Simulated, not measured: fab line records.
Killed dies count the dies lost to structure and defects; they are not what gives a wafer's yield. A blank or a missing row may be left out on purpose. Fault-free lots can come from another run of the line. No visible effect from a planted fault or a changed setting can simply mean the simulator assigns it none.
A single fault, viewed from 2 desks -- flow sky130 -- what lay behind the numbers comes last; until then each desk has only its own

## TOOL OWNER'S DESK, implanter-02
The tool's own readings at SKY_LDD_HVP_IMPLANT_08: means of the sampled wafers that have a number, for each lot that ran on this tool. If a lot's mean is further than 4 standard deviations from the usual mean, the lot is out of limits and carries the mark OUT (the distance appears in the brackets).
Columns: A = dose ions cm2 at SKY_LDD_HVP_IMPLANT_08, usual 1.6999e+13; B = faraday current uA at SKY_LDD_HVP_IMPLANT_08, usual 95.9
lot,first seen here,A,B
L841,day 22 23:03,1.6993e+13,96.3
L840,day 22 23:35,1.6996e+13,98.4
L847,day 25 01:08,1.9221e+13 (+99 or more) OUT,109.6 (+7.2) OUT
L850,day 26 05:21,1.9184e+13 (+99 or more) OUT,108.0 (+6.4) OUT
This desk's verdict: out of limits on L847, L850, starting with L847 at day 25 01:08 (dose ions cm2 at SKY_LDD_HVP_IMPLANT_08). L841, L840 stayed within limits.

## FROM THE METROLOGY DESK
What the gauges read for every lot (on any tool): the sampled wafers with a number, averaged. If a lot's mean is further than 4 standard deviations from the usual mean, the lot is out of limits and carries the mark OUT (the distance appears in the brackets).
Columns: A = VT_ADJUST_LVTN_01_OVL at SKY_VT_ADJUST_LVTN_OVL_MEAS_18, usual 1.1 nm; B = LDD_HVP_TW at SKY_LDD_HVP_TW_MEAS_10, usual 455; C = cd nm at SKY_SD_P_CD_MEAS_07, usual 379.2 nm
lot,first seen here,A,B,C
L839,day 7 17:18,0.9,449,380.0
L841,day 8 08:58,0.9,463,380.3
L840,day 8 09:16,-0.7,451,379.3
L843,day 8 22:49,1.5,461,382.2
L847,day 10 00:15,0.9,475,380.9
L850,day 10 19:22,0.4,480 (+4.7) OUT,384.0
L856,day 12 14:15,2.7,451,377.8
L857,day 12 19:39,2.2,450,379.6
L859,day 13 11:15,2.3,450,380.1
L860,day 13 20:59,-1.9,448,375.6
L861,day 14 02:02,0.1,451,376.7
L862,day 14 05:17,0.7,459,376.2
This desk finds L850 out of limits, with the earliest case on L850 at day 26 05:35 (LDD_HVP_TW at SKY_LDD_HVP_TW_MEAS_10). L839, L841, L840, L843, L847, L856, L857, L859, L860, L861, L862 stayed within limits.

## TAKEN TOGETHER
The tool owner's desk could have raised an alarm at day 25 01:08, on L847, L850.
The metrology desk could have raised an alarm at day 26 05:35, on L850.
The metrology desk holds a record of L847, inside its limits.
Of the lots named, all ran SKY_LDD_HVP_IMPLANT_08 on implanter-02.

## WHAT WAS PUT IN BY THE SIMULATOR
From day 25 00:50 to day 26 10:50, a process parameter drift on implanter-02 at SKY_LDD_HVP_IMPLANT_08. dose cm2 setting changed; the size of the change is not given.
Lots struck among those shown: L847, L850.
Hours from the fault's start to each desk's first reading out of limits: the tool owner's desk, 0; the metrology desk, 29.
